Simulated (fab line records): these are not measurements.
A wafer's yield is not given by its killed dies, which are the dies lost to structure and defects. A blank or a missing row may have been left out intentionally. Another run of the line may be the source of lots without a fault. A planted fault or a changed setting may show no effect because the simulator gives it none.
Which tool did it? || flow gf180mcu || 7 lots, 21 wafers sampled, at 3 steps of a route of 602

== WHAT EACH GAUGE READ, for each wafer ==
GF_HV_LDD_OVL_MEAS_08.
{"lot": "L285", "measured": "day 10 16:01", "on": "overlay-01", "HV_LDD_OVL (nm)": "-1.2 -0.5 -0.8"}
{"lot": "L287", "measured": "day 10 23:02", "on": "overlay-01", "HV_LDD_OVL (nm)": "-1.0 1.7 2.2"}
{"lot": "L291", "measured": "day 12 06:20", "on": "overlay-01", "HV_LDD_OVL (nm)": "0.0 -0.2 2.1"}
{"lot": "L299", "measured": "day 14 13:16", "on": "overlay-02", "HV_LDD_OVL (nm)": "0.4 0.1 0.2"}
{"lot": "L301", "measured": "day 15 07:38", "on": "overlay-02", "HV_LDD_OVL (nm)": "-3.0 -0.5 -0.3"}
{"lot": "L305", "measured": "day 16 11:41", "on": "overlay-01", "HV_LDD_OVL (nm)": "-2.6 -2.1 0.3"}
{"lot": "L307", "measured": "day 16 21:51", "on": "overlay-01", "HV_LDD_OVL (nm)": "1.0 2.4 2.4"}

== EACH LOT AND THE TOOL THAT RAN IT (in order: tool; ch and the chambers of the sampled wafers; start) ==
{"lot": "L285", "GF_VT_IMPLANT_COAT_24": "litho-track-03 ch 0, day 6 19:25", "GF_VT_IMPLANT_STRIP_31": "plasma-asher-03 ch 0,1, day 7 03:17"}
{"lot": "L287", "GF_VT_IMPLANT_COAT_24": "litho-track-03 ch 0, day 7 09:01", "GF_VT_IMPLANT_STRIP_31": "plasma-asher-02 ch 0,1, day 7 16:26"}
{"lot": "L291", "GF_VT_IMPLANT_COAT_24": "litho-track-03 ch 0, day 8 12:56", "GF_VT_IMPLANT_STRIP_31": "plasma-asher-04 ch 0,1, day 8 21:26"}
{"lot": "L299", "GF_VT_IMPLANT_COAT_24": "litho-track-01 ch 0, day 10 11:49", "GF_VT_IMPLANT_STRIP_31": "plasma-asher-04 ch 0,1, day 10 20:46"}
{"lot": "L301", "GF_VT_IMPLANT_COAT_24": "litho-track-03 ch 0, day 11 02:33", "GF_VT_IMPLANT_STRIP_31": "plasma-asher-04 ch 0,1, day 11 12:04"}
{"lot": "L305", "GF_VT_IMPLANT_COAT_24": "litho-track-04 ch 0, day 12 02:10", "GF_VT_IMPLANT_STRIP_31": "plasma-asher-04 ch 1, day 12 11:41"}
{"lot": "L307", "GF_VT_IMPLANT_COAT_24": "litho-track-04 ch 0, day 12 12:10", "GF_VT_IMPLANT_STRIP_31": "plasma-asher-04 ch 0,1, day 12 22:56"}
- GF_VT_IMPLANT_COAT_24: resist thk 1000 nm.
- GF_VT_IMPLANT_STRIP_31: strips in O2/N2.

== THE ANSWER, worked out from the rows above alone ==
Rule: the usual values come from the lots themselves. Put in order of their means at a reading, lots are off if they are a third of the lots or fewer, leave a main group of 4 or more, and stand apart from it by a gap of 3 or more times the standard deviation of the main group's means; of several such gaps the widest counts. A main group whose means are all the same, to the digits that the tables above print for the reading, isn't used. A lot without any number at a reading at which 4 lots or more have one is off too. All remaining lots with rows at the step are treated as sound.
Nothing can be told from this: no lot is off at any reading shown.

== WHAT THE SIMULATOR HAD INSERTED ==
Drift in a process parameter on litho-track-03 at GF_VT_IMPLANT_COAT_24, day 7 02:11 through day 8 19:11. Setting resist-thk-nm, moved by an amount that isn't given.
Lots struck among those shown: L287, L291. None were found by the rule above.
